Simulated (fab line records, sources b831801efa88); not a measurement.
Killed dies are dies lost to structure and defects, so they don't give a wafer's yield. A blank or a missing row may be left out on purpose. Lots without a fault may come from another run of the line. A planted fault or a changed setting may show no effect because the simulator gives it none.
A struck lot beside a sound one | flow sky130 | 15 steps out of a route of 708
Sound: wafers L927.1, L927.2, L927.6. Struck: wafers L916.2, L916.3, L916.4. The cause comes at the end.
At each step with rows: each side's tool, then ch and its chambers, then its first start. Under that, the readings that differ: sound wafers | struck wafers | difference of the means | sigmas: that difference in standard deviations of wafers without a fault.
alike: readings whose means differ by less than 2 such deviations, and words and numbers that are the same on both sides. not compared: withheld readings, readings that some wafer has no value for, bounds like >300 that may hide the same value, and numbers for which the record gives no deviation and whose values overlap.
The two part at a step that has a row with sigmas, a row that says differs or no value, or rows on one side only. Numbers that don't overlap but have no deviation are shown without sigmas and don't part them. A reading that every wafer of one side lacks parts them only if that side has two wafers or more.

first, 1 step without rows for these wafers: SKY_PWDE_IMPLANT_08.
SKY_PWDE_STRIP_09: strips in O2/N2.
  sound on plasma_asher-02 ch 0,1, day 8 05:12; struck on plasma_asher-02 ch 0,1, day 5 13:09
  reading                      | sound             | struck            | difference | sigmas
  strip_time_to_endpoint_s (s) | 37.03 36.98 37.05 | 36.78 36.73 36.84 | -0.24      | -2
  alike: drypump_motor_current_A, oes_product_au
  not compared: rf_hours_counter_h
SKY_PWDE_TW_MEAS_10:
  sound on film_metro-03, day 8 05:18; struck on film_metro-01, day 5 13:16
  alike: PWDE_TW
then, 7 steps without rows for these wafers: SKY_NWELL_DEHYDRATE_03 (time 60 s); SKY_NWELL_HMDS_04 (prime time 60 s); SKY_NWELL_COAT_05 (resist thk 3000 nm); SKY_NWELL_SOFTBAKE_06; SKY_NWELL_EXPOSE_07 (exposes mask NWM, target cd 840 nm); SKY_NWELL_PEB_08; SKY_NWELL_DEVELOP_09 (develop time 61.01 s).
SKY_NWELL_OVL_MEAS_10:
  sound on overlay-02, day 9 02:34; struck on overlay-02, day 6 07:37
  alike: NWELL_00_OVL
then, 1 step without rows for these wafers: SKY_NWELL_IMPLANT_11.
SKY_NWELL_IMPLANT_12:
  sound on implanter-04 ch 0, day 9 02:45; struck on implanter-02 ch 0, day 6 07:49
  reading                  | sound                | struck               | difference | sigmas
  beam_energy_keV          | 119.99 119.99 119.98 | 130.46 130.44 130.47 | +10.47     | +99 or more
  model.implant.rp_nm (nm) | 150 150 150          | 157.3 157.3 157.3    | +7.3       |
then, 1 step without rows for these wafers: SKY_NWELL_IMPLANT_13.
-- the record jumps here: 41 days lie between the struck wafers' starts before and after (it left off in module NWELL and takes up again in module PAD_OPEN, whose first step shown is number 708 of the route) --
SKY_PAD_OPEN_PROBE_99:
  sound on prober-01, day 50 00:17; struck on prober-01, day 47 18:35
  reading                                  | sound                   | struck                  | difference | sigmas
  killed_at_other                          | 0 0 0                   | 1 1 1                   | +1         | +2
  model.etest.pfet_01v8_lvt.off_log10_a_um | -9.269 -9.207 -9.304    | -8.922 -8.937 -8.803    | +0.373     |
  model.etest.pfet_16v.vt_v (V)            | -1.091 -1.093 -1.092    | -1.089 -1.084 -1.085    | +0.006     |
  model.etest.pfet_g5v0d10v5.vt_long_v (V) | -0.9238 -0.9254 -0.9239 | -0.9179 -0.9171 -0.9136 | +0.0082    |
  model.etest.pfet_01v8_lvt.vt_sat_v (V)   | -0.4722 -0.4647 -0.4713 | -0.4523 -0.4506 -0.4521 | +0.0177    |
  model.etest.pfet_01v8_lvt.vt_v (V)       | -0.5619 -0.5543 -0.5603 | -0.5454 -0.5416 -0.5441 | +0.0151    |
  alike: killed_at_M0_to_M3, killed_at_M4_up, killed_at_contacts, killed_at_front_end, killed_dies, killed_open, killed_short
  not compared: model.etest.pfet_g5v0d10v5.off_log10_a_um, model.etest.pfet_g5v0d10v5.vt_sat_v, model.etest.pfet_g5v0d10v5.vt_v

WHERE THEY PART
First at SKY_PWDE_STRIP_09; last, within this record, at SKY_PAD_OPEN_PROBE_99.

WHY: what the simulator had put in
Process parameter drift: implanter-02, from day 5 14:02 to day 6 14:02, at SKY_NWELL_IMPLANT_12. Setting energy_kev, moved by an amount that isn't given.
